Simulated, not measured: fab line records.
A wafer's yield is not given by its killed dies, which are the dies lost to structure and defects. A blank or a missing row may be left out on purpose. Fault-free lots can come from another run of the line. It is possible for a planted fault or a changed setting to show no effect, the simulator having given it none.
fab line records ; flow gf180mcu
record: lots: 12; wafers: 36; lastDay: 34
route steps=602 shown TOP_METAL@569 PASSIVATION@587
lots with no fault: from the same line, run without faults
startH: hours from the record's first day to the start of the lot's first wafer shown ; waitH: hours elapsed since this lot's preceding step ; " as in the row above ; L1.1+2: several wafers, shown together as one row ; - no value, or no start was given ; * or withheld: withheld ; < > ~ a bound
route shown NAME@n: a module of which the file shows steps, and the number in the route of the first ; usual: average and standard deviation across the fault-free wafers ; same: alike in all rows ; chamber/n: place in a boat ; sites: per-site readings ; _std_site: standard deviation across them ; _edge_site: inner sites' mean taken away from outer sites' mean ; radiusMm: for every site, how far away it sits from the centre of the wafer ; mask NAME#n: copy n ; behind: tool/chamber where the wafer was last shaped ; hold: cause of the lot's hold/its duration in hours/its outcome ; device: the transistor (n, p or np) that didn't switch ; end of line: at the end of the route, the tests of the same wafers ; step lacking rows: just its recipe ; killed: at the first sort, the dies lost to defects and structure; wafer yield is something else ; map: a wafer's dies, marking killed ones x, the rest . and places with no die _
set.NAME: the setting as run; set.NAME@STEP: as run at that earlier step ; model.NAME: the simulator's own value behind a step, which no gauge read
the route's steps for a sample of lots (tables are steps, rows are wafers)
services: the hour from which a tool's chamber was out of use, counted from the record's first day as startH (under 0 if before that day), plus the number of hours and why
== steps ==
step: GF_TOP_METAL_SPUTTER_02
recipe: material: AlCu; targetThkNm: 900; powerW: 10600; chamberPressurePa: 0.3; substrateTempC: 250; gas: Ar; timeS: 47.82
usual: cathodeDcPowerW: 10600/1.9; throttleValvePct: 30.0/0.65
lot.wafer;tool;chamber;startH;waitH;cathodeDcPowerW;throttleValvePct
L123.3;pvdSputter-01;-;631.98;0.0;10603;29.0
L123.5;pvdSputter-01;-;631.98;0.0;10601;30.6
L123.6;pvdSputter-01;-;631.98;0.0;10600;30.2
L124.1;pvdSputter-01;-;641.55;0.0;10600;28.9
L124.3;pvdSputter-01;-;641.55;0.0;10601;30.0
L124.4;pvdSputter-01;-;641.55;0.0;10600;28.8
L125.2;pvdSputter-03;-;646.18;0.0;10599;30.4
L125.3;pvdSputter-03;-;646.18;0.0;10603;29.4
L125.6;pvdSputter-03;-;646.18;0.0;10605;29.3
L126.2;pvdSputter-02;-;657.15;0.0;10599;30.2
L126.3;pvdSputter-02;-;657.15;0.0;10603;29.8
L126.5;pvdSputter-02;-;657.15;0.0;10599;31.0
L127.4;pvdSputter-02;-;671.63;0.0;10599;30.2
L127.5;pvdSputter-02;-;671.63;0.0;10601;30.1
L127.6;pvdSputter-02;-;671.63;0.0;10599;30.9
L128.1;pvdSputter-02;-;673.60;0.0;10600;30.1
L128.3;pvdSputter-02;-;673.60;0.0;10601;30.0
L128.4;pvdSputter-02;-;673.60;0.0;10598;29.9
L129.1;pvdSputter-01;-;682.99;0.0;10601;29.0
L129.3;pvdSputter-01;-;682.99;0.0;10603;30.7
L129.5;pvdSputter-01;-;682.99;0.0;10598;28.7
L130.3;pvdSputter-03;-;685.38;0.0;10602;30.2
L130.5;pvdSputter-03;-;685.38;0.0;10596;29.4
L130.6;pvdSputter-03;-;685.38;0.0;10602;30.3
L131.3;pvdSputter-01;-;693.41;0.0;10604;29.3
L131.5;pvdSputter-01;-;693.41;0.0;10599;31.0
L131.6;pvdSputter-01;-;693.41;0.0;10603;28.7
L143.2;pvdSputter-02;-;772.43;0.0;10600;29.8
L143.3;pvdSputter-02;-;772.43;0.0;10601;30.3
L143.4;pvdSputter-02;-;772.43;0.0;10601;30.6
L145.1;pvdSputter-02;-;780.96;0.0;10601;30.1
L145.2;pvdSputter-02;-;780.96;0.0;10600;29.8
L145.3;pvdSputter-02;-;780.96;0.0;10601;31.1
L146.2;pvdSputter-01;-;787.00;0.0;10595;28.9
L146.5;pvdSputter-01;-;787.00;0.0;10599;29.0
L146.6;pvdSputter-01;-;787.00;0.0;10604;30.6
step: GF_TOP_METAL_OVL_MEAS_15
usual: TOP_METAL_OVL: 0.2/1.4
lot.wafer;tool;chamber;startH;waitH;TOP_METAL_OVL[nm]
L123.3;overlay-02;-;652.07;0.1;3.2
L123.5;overlay-02;-;652.07;0.1;0.1
L123.6;overlay-02;-;652.07;0.1;1.7
L124.1;overlay-02;-;661.05;0.1;1.6
L124.3;overlay-02;-;661.05;0.1;0.8
L124.4;overlay-02;-;661.05;0.1;2.5
L125.2;overlay-02;-;665.93;0.1;-1.2
L125.3;overlay-02;-;665.93;0.1;0.0
L125.6;overlay-02;-;665.93;0.1;-2.6
L126.2;overlay-01;-;676.11;0.1;-0.8
L126.3;overlay-01;-;676.11;0.1;2.2
L126.5;overlay-01;-;676.11;0.1;-0.1
L127.4;overlay-02;-;690.93;0.1;-1.1
L127.5;overlay-02;-;690.93;0.1;-0.1
L127.6;overlay-02;-;690.93;0.1;1.8
L128.1;overlay-01;-;692.60;0.1;1.0
L128.3;overlay-01;-;692.60;0.1;-0.2
L128.4;overlay-01;-;692.60;0.1;0.2
L129.1;overlay-02;-;701.92;0.1;-1.9
L129.3;overlay-02;-;701.92;0.1;-2.8
L129.5;overlay-02;-;701.92;0.1;-2.6
L130.3;overlay-01;-;703.87;0.1;0.1
L130.5;overlay-01;-;703.87;0.1;-0.3
L130.6;overlay-01;-;703.87;0.1;-2.9
L131.3;overlay-01;-;712.33;0.1;0.9
L131.5;overlay-01;-;712.33;0.1;1.0
L131.6;overlay-01;-;712.33;0.1;1.3
L143.2;overlay-02;-;788.47;0.1;-0.4
L143.3;overlay-02;-;788.47;0.1;0.9
L143.4;overlay-02;-;788.47;0.1;-1.1
L145.1;overlay-01;-;796.66;0.1;1.0
L145.2;overlay-01;-;796.66;0.1;1.1
L145.3;overlay-01;-;796.66;0.1;-1.1
L146.2;overlay-01;-;802.52;0.1;0.4
L146.5;overlay-01;-;802.52;0.1;0.9
L146.6;overlay-01;-;802.52;0.1;1.3
step: GF_PASSIVATION_CVD_00
recipe: material: SiO2; targetThkNm: 1000; precursor: TEOS; tempC: 400; timeS: 111.95; rfW: 600
usual: heaterPowerW: 638/71; rfFwdPowerW: 596.7/2.1
lot.wafer;tool;chamber;startH;waitH;heaterPowerW;rfFwdPowerW
L123.3;pecvd-01;1;653.01;0.0;740;594.4
L123.5;pecvd-01;1;653.01;0.0;612;596.4
L123.6;pecvd-01;2;653.01;0.0;559;598.4
L124.1;pecvd-01;1;661.80;0.0;690;596.4
L124.3;pecvd-01;0;661.80;0.0;561;596.5
L124.4;pecvd-01;1;661.80;0.0;753;594.5
L125.2;pecvd-03;0;666.67;0.0;525;596.6
L125.3;pecvd-03;0;666.67;0.0;588;596.2
L125.6;pecvd-03;2;666.67;0.0;675;591.5
L126.2;pecvd-03;0;677.03;0.0;613;598.7
L126.3;pecvd-03;1;677.03;0.0;685;596.7
L126.5;pecvd-03;2;677.03;0.0;534;599.5
L127.4;pecvd-01;2;691.70;0.0;688;594.6
L127.5;pecvd-01;0;691.70;0.0;600;594.5
L127.6;pecvd-01;1;691.70;0.0;700;596.8
L128.1;pecvd-01;0;693.37;0.0;640;597.3
L128.3;pecvd-01;2;693.37;0.0;645;594.4
L128.4;pecvd-01;2;693.37;0.0;688;597.7
L129.1;pecvd-02;2;702.67;0.0;603;596.1
L129.3;pecvd-02;0;702.67;0.0;582;593.4
L129.5;pecvd-02;1;702.67;0.0;789;594.8
L130.3;pecvd-01;0;704.62;0.0;572;598.7
L130.5;pecvd-01;2;704.62;0.0;558;598.9
L130.6;pecvd-01;0;704.62;0.0;613;598.5
L131.3;pecvd-01;0;713.10;0.0;606;597.9
L131.5;pecvd-01;1;713.10;0.0;772;593.0
L131.6;pecvd-01;2;713.10;0.0;546;597.4
L143.2;pecvd-03;2;789.21;0.0;599;594.9
L143.3;pecvd-03;0;789.21;0.0;624;594.7
L143.4;pecvd-03;1;789.21;0.0;664;596.9
L145.1;pecvd-03;2;797.40;0.0;635;597.0
L145.2;pecvd-03;1;797.40;0.0;679;598.2
L145.3;pecvd-03;0;797.40;0.0;526;596.9
L146.2;pecvd-03;2;803.26;0.0;611;596.9
L146.5;pecvd-03;0;803.26;0.0;517;599.9
L146.6;pecvd-03;2;803.26;0.0;661;595.6
step: GF_PASSIVATION_STRIP_12
recipe: chemistry: O2/N2; powerW: 1400; pressureMtorr: 1500; platenTempC: 250; o2FlowSccm: 3000; n2FlowSccm: 300; overashFraction: 0.5
usual: chamberPressureMTorr: 1499.9/1.4; drypumpMotorCurrentA: 5.7/0.47; heaterPowerW: 341/18; oesProductAu: 0.719/0.004; stripTimeToEndpointS: 34.7/0.32
lot.wafer;tool;chamber;startH;waitH;chamberPressureMTorr;drypumpMotorCurrentA;heaterPowerW;oesProductAu;rfHoursCounterH;stripTimeToEndpointS
L123.3;plasmaAsher-04;0;672.79;0.2;1499.5;5.6;327;0.713;-;34.5
L123.5;plasmaAsher-04;0;672.79;0.2;1498.8;5.6;327;0.724;-;34.4
L123.6;plasmaAsher-04;1;672.79;0.2;1501.7;5.4;351;0.717;-;34.3
L124.1;plasmaAsher-02;0;681.56;0.1;1499.6;6.6;327;0.721;26;34.5
L124.3;plasmaAsher-02;1;681.56;0.1;1500.6;5.6;367;0.721;-;34.5
L124.4;plasmaAsher-02;0;681.56;0.1;1501.0;6.6;323;0.720;-;34.5
L125.2;plasmaAsher-01;0;686.24;0.1;1499.4;5.7;320;0.721;92;34.4
L125.3;plasmaAsher-01;0;686.24;0.1;1499.3;5.7;309;0.727;-;34.9
L125.6;plasmaAsher-01;0;686.24;0.1;1499.4;5.7;319;0.714;-;35.1
L126.2;plasmaAsher-02;1;696.29;0.1;1502.2;5.6;360;0.724;28;34.8
L126.3;plasmaAsher-02;0;696.29;0.1;1502.1;6.6;334;0.715;-;34.7
L126.5;plasmaAsher-02;1;696.29;0.1;1500.1;5.6;368;0.717;-;34.8
L127.4;plasmaAsher-01;0;710.49;0.2;1500.0;5.7;312;0.719;-;34.9
L127.5;plasmaAsher-01;0;710.49;0.2;1502.3;5.7;309;0.720;-;34.7
L127.6;plasmaAsher-01;1;710.49;0.2;1501.1;5.1;331;0.726;-;34.8
L128.1;plasmaAsher-04;0;712.41;0.1;1497.7;5.7;330;0.718;61;35.2
L128.3;plasmaAsher-04;0;712.41;0.1;1502.2;5.6;332;0.727;-;35.1
L128.4;plasmaAsher-04;1;712.41;0.1;1499.9;5.4;347;0.718;-;35.1
L129.1;plasmaAsher-02;0;721.48;0.1;1501.1;6.6;317;0.722;31;35.1
L129.3;plasmaAsher-02;1;721.48;0.1;1500.6;5.6;370;0.720;-;35.0
L129.5;plasmaAsher-02;0;721.48;0.1;1500.2;6.6;329;0.717;-;34.6
L130.3;plasmaAsher-02;0;723.19;0.2;-;-;-;-;-;-
L130.5;plasmaAsher-02;0;723.19;0.2;-;-;-;-;-;-
L130.6;plasmaAsher-02;1;723.19;0.2;-;-;-;-;-;-
L131.3;plasmaAsher-04;0;731.21;0.2;-;-;-;-;-;-
L131.5;plasmaAsher-04;0;731.21;0.2;-;-;-;-;-;-
L131.6;plasmaAsher-04;1;731.21;0.2;-;-;-;-;-;-
L143.2;plasmaAsher-02;1;804.65;0.1;1496.7;5.6;365;0.724;39;34.6
L143.3;plasmaAsher-02;1;804.65;0.1;1500.6;5.6;383;0.723;-;34.7
L143.4;plasmaAsher-02;0;804.65;0.1;1498.6;6.6;337;0.724;-;34.8
L145.1;plasmaAsher-02;1;812.74;0.1;1500.9;5.6;372;0.718;40;34.6
L145.2;plasmaAsher-02;0;812.74;0.1;1500.1;6.6;329;0.715;40;34.7
L145.3;plasmaAsher-02;1;812.74;0.1;1499.5;5.6;374;0.721;-;34.3
L146.2;plasmaAsher-04;1;818.28;0.1;1501.9;5.4;355;0.719;72;34.5
L146.5;plasmaAsher-04;0;818.28;0.1;1500.7;5.7;332;0.720;-;34.3
L146.6;plasmaAsher-04;1;818.28;0.1;1499.5;5.4;353;0.721;-;34.2
== services ==
tool;chamber;startH;hours;kind
pecvd-01;0;623.89;27.1;repair
pvdSputter-02;-;639.49;3.2;repair
pecvd-03;1;659.12;8.4;repair
plasmaAsher-04;-;678.82;14.6;pm
pecvd-03;2;680.99;3.7;repair
pecvd-02;-;689.98;2.8;pm
pvdSputter-03;-;711.67;0.9;repair
pecvd-01;2;732.23;3.8;repair
pecvd-02;0;740.48;7.1;repair
pecvd-01;0;743.21;5.7;repair
pecvd-02;0;760.51;27.2;repair
pecvd-01;2;766.96;6.6;repair
pvdSputter-03;-;770.14;7.4;repair
pvdSputter-01;-;770.99;2.6;repair
plasmaAsher-01;-;796.36;3.0;pm
plasmaAsher-04;-;811.36;0.8;repair
plasmaAsher-02;-;816.42;2.3;repair
== key ==
firstSign: step: GF_PASSIVATION_STRIP_12; reading: toolRecord; direction: missing
effect none on later readings
metAt GF_PASSIVATION_STRIP_12
struckLots L130,L131
laterRowsLeftOut L130.3,L130.5,L130.6,L131.3,L131.5,L131.6
sortLeftOut L130.3,L130.5,L130.6,L131.3,L131.5,L131.6
notActingAt GF_TOP_METAL_SPUTTER_02,GF_TOP_METAL_OVL_MEAS_15,GF_PASSIVATION_CVD_00
onsetBetween 721.48 723.19
fault: kind: skippedStepWhole; tool: plasmaAsher-02,plasmaAsher-04; chamber: -; onsetH: 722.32; steps: GF_PASSIVATION_STRIP_12; scope: struckLotsOnly
sortLeftOut: the simulated sort isn't trusted on such a fault, so these wafers' sort isn't shown, and their yield isn't known
laterRowsLeftOut: the simulator's readings of these wafers behind a module that went badly wrong aren't trusted and aren't shown, but for the sort
